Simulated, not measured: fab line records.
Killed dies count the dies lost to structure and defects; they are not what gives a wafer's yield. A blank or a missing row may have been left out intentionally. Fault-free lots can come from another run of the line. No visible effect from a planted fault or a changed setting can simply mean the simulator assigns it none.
Comparing a struck lot with a sound one + flow sky130 + 26 out of 708 route steps
Sound: the wafers L585.2, L585.4, L585.6. Wafers L584.1, L584.4, L584.6 were the ones struck. The cause is named last.
At each step with rows: each side's tool, then ch and its chambers, then its first start. Under that, the readings that differ: sound wafers + struck wafers + difference of the means + sigmas: that difference in standard deviations of wafers without a fault.
alike: readings with means less than 2 such deviations apart, plus words and numbers identical on both sides. not compared: withheld readings, readings lacking a value on some wafer, bounds such as >300 that could conceal the same value, and numbers that have no deviation in the record and whose values overlap.
The two part at a step that has a row with sigmas, a row that says differs or no value, or rows on one side only. When numbers do not overlap yet have no deviation, they are printed without sigmas and do not part them. A reading that every wafer of one side lacks parts them only if that side has two wafers or more.

first, 10 steps without rows for these wafers: SKY_SONOS_ONO_COAT_08 (resist thk 1140 nm); SKY_SONOS_ONO_SOFTBAKE_09 (time 60 s); SKY_SONOS_ONO_EXPOSE_10 (exposes mask ONOM, target cd 410 nm); SKY_SONOS_ONO_PEB_11; SKY_SONOS_ONO_DEVELOP_12 (develop time 60 s); SKY_SONOS_ONO_ETCH_15 (etches the open film in CHF3/O2, target depth 19.52 nm, time 7.8 s); SKY_SONOS_ONO_WET_ETCH_16 (etches SiO2 in dHF, target depth 14 nm, time 280 s); SKY_SONOS_ONO_STRIP_17 (strips in O2/N2); SKY_SONOS_ONO_WET_ETCH_18 (etches Si3N4 in H3PO4, target depth 15 nm, time 172 s); SKY_GATE_OXIDE_CLEAN_00 (cleans in SC1/SC2, time 150 s).
SKY_GATE_OXIDE_OXIDATION_01: stabilise 600 s, purge 300 s, target thk 10.268 nm.
  sound on furnace-02 ch 0, day 16 07:00; struck on furnace-01 ch 0, day 15 16:23
| reading                                          | sound                | struck               | difference | sigmas      |
|--------------------------------------------------|----------------------|----------------------|------------|-------------|
| spikeTcBottomC (C)                               | 922.0 922.1 922.1    | 939.1 937.7 937.1    | +15.9      | +12         |
| spikeTcCentreC (C)                               | 900.1 901.2 902.3    | 917.6 917.7 916.3    | +16.0      | +15         |
| spikeTcLowerC (C)                                | 898.8 898.9 900.0    | 919.6 918.5 917.6    | +19.3      | +18         |
| spikeTcTopC (C)                                  | 916.4 916.9 917.4    | 931.6 928.9 929.3    | +13.0      | +6          |
| spikeTcUpperC (C)                                | 901.1 901.3 901.5    | 915.9 914.3 916.4    | +14.2      | +8          |
| tubeCenterTempC (C)                              | 900.02 899.94 900.07 | 916.84 916.77 916.79 | +16.79     | +99 or more |
| tube_center_temp_C_max                           | 902.3 902.2 902.1    | 918.8 919.1 919.0    | +16.8      | +45         |
| zonePowerLowerPct (%)                            | 17.4 17.1 17.2       | 23.5 23.4 23.5       | +6.2       | +2          |
| model.SiO2_of_GATE_OXIDE_OXIDATION_01.thkNm (nm) | 10.35 10.36 10.49    | 12.06 11.9 11.98     | +1.58      |             |
SKY_GATE_OXIDE_THK_MEAS_02:
  struck on filmMetro-03, day 15 17:47; sound on filmMetro-01, day 16 08:25
| reading                          | sound             | struck            | difference | sigmas |
|----------------------------------|-------------------|-------------------|------------|--------|
| GATE_OXIDE_OXIDATION_00_THK (nm) | 10.32 10.39 10.48 | 12.12 11.91 12.02 | +1.62      | +9     |
then, 11 steps without rows for these wafers: SKY_GATE_OXIDE_DEHYDRATE_03 (time 60 s); SKY_GATE_OXIDE_HMDS_04 (prime time 60 s); SKY_GATE_OXIDE_COAT_05 (resist thk 1140 nm); SKY_GATE_OXIDE_SOFTBAKE_06 (time 60 s); SKY_GATE_OXIDE_EXPOSE_07 (exposes mask LVOM, target cd 600 nm); SKY_GATE_OXIDE_PEB_08; SKY_GATE_OXIDE_DEVELOP_09 (develop time 60 s); SKY_GATE_OXIDE_IMPLANT_11; SKY_GATE_OXIDE_WET_ETCH_12 (etches SiO2 in dHF, target depth 16.8 nm, time 336 s); SKY_GATE_OXIDE_STRIP_13 (strips in O2/N2); SKY_GATE_OXIDE_CLEAN_15 (cleans in SC1/SC2, time 150 s).
SKY_GATE_OXIDE_OXIDATION_16: stabilise 600 s, purge 300 s, target thk 3.57 nm.
  sound on furnace-01 ch 0, day 17 13:09; struck on furnace-02 ch 0, day 16 23:53
| reading                                          | sound             | struck            | difference | sigmas |
|--------------------------------------------------|-------------------|-------------------|------------|--------|
| spikeTcTopC (C)                                  | 813.8 812.1 814.0 | 818.2 818.2 818.4 | +5.0       | +2     |
| zonePowerLowerPct (%)                            | 17.2 17.5 17.5    | 13.5 13.5 13.7    | -3.8       | -2     |
| model.SiO2_of_GATE_OXIDE_OXIDATION_01.thkNm (nm) | 11.72 11.72 11.82 | 13.3 13.16 13.22  | +1.5       |        |
  alike: spikeTcBottomC, spikeTcCentreC, spikeTcLowerC, spikeTcUpperC, tubeCenterTempC, tube_center_temp_C_max
then, 1 step without rows for these wafers: SKY_POLY_GATE_CVD_00 (deposits poly-Si, target thk 180 nm, time 720 s).
-- a jump in the record: the struck wafers' starts before and after are 31 days apart (it breaks off in module POLY_GATE and resumes in module PAD_OPEN, where the first step shown is number 708 of the route) --
SKY_PAD_OPEN_PROBE_99:
  struck on prober-02, day 48 02:32; sound on prober-01, day 48 11:01
| reading                             | sound                         | struck                        | difference | sigmas |
|-------------------------------------|-------------------------------|-------------------------------|------------|--------|
| model.etest.nfet_16v.rOnOhmUm       | 1.391e+04 1.394e+04 1.397e+04 | 1.537e+04 1.515e+04 1.528e+04 | +1.327e+03 |        |
| model.etest.tipSonos.rsOhmSq        | 2578 2581 2591                | 3153 3106 3109                | +539       |        |
| model.etest.pfetG5v0d10v5.rOnOhmUm  | 4802 4783 4802                | 5162 5096 5131                | +334       |        |
| model.etest.nfetG5v0d10v5.rOnOhmUm  | 1861 1874 1868                | 2056 2026 2026                | +168       |        |
| model.etest.nfetG5v0d10v5.driveUaUm | 605.3 605.1 600.8             | 531.6 538.2 535.1             | -68.8      |        |
| model.etest.nfet_05v0_nvt.driveUaUm | 573.1 570.2 569.5             | 510.2 519.3 514.4             | -56.3      |        |
| model.etest.pfet_01v8.rOnOhmUm      | 2934 2913 2914                | 3061 3013 2984                | +99        |        |
  alike: killed_at_M0_to_M3, killed_at_M4_up, killedAtContacts, killedAtFrontEnd, killedAtOther, killedDies, killedOnRim, killedOpen, killedShort
  not compared: model.etest.pfet_16v.rOnOhmUm

## WHERE THEY PART
Last at SKY_GATE_OXIDE_OXIDATION_16 as far as this record goes, first at SKY_GATE_OXIDE_OXIDATION_01. Later steps at which nothing parts them and some readings are alike: SKY_PAD_OPEN_PROBE_99.

WHY: the cause the simulator had injected
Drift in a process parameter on furnace-01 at SKY_GATE_OXIDE_OXIDATION_01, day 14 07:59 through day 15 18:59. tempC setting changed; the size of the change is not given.
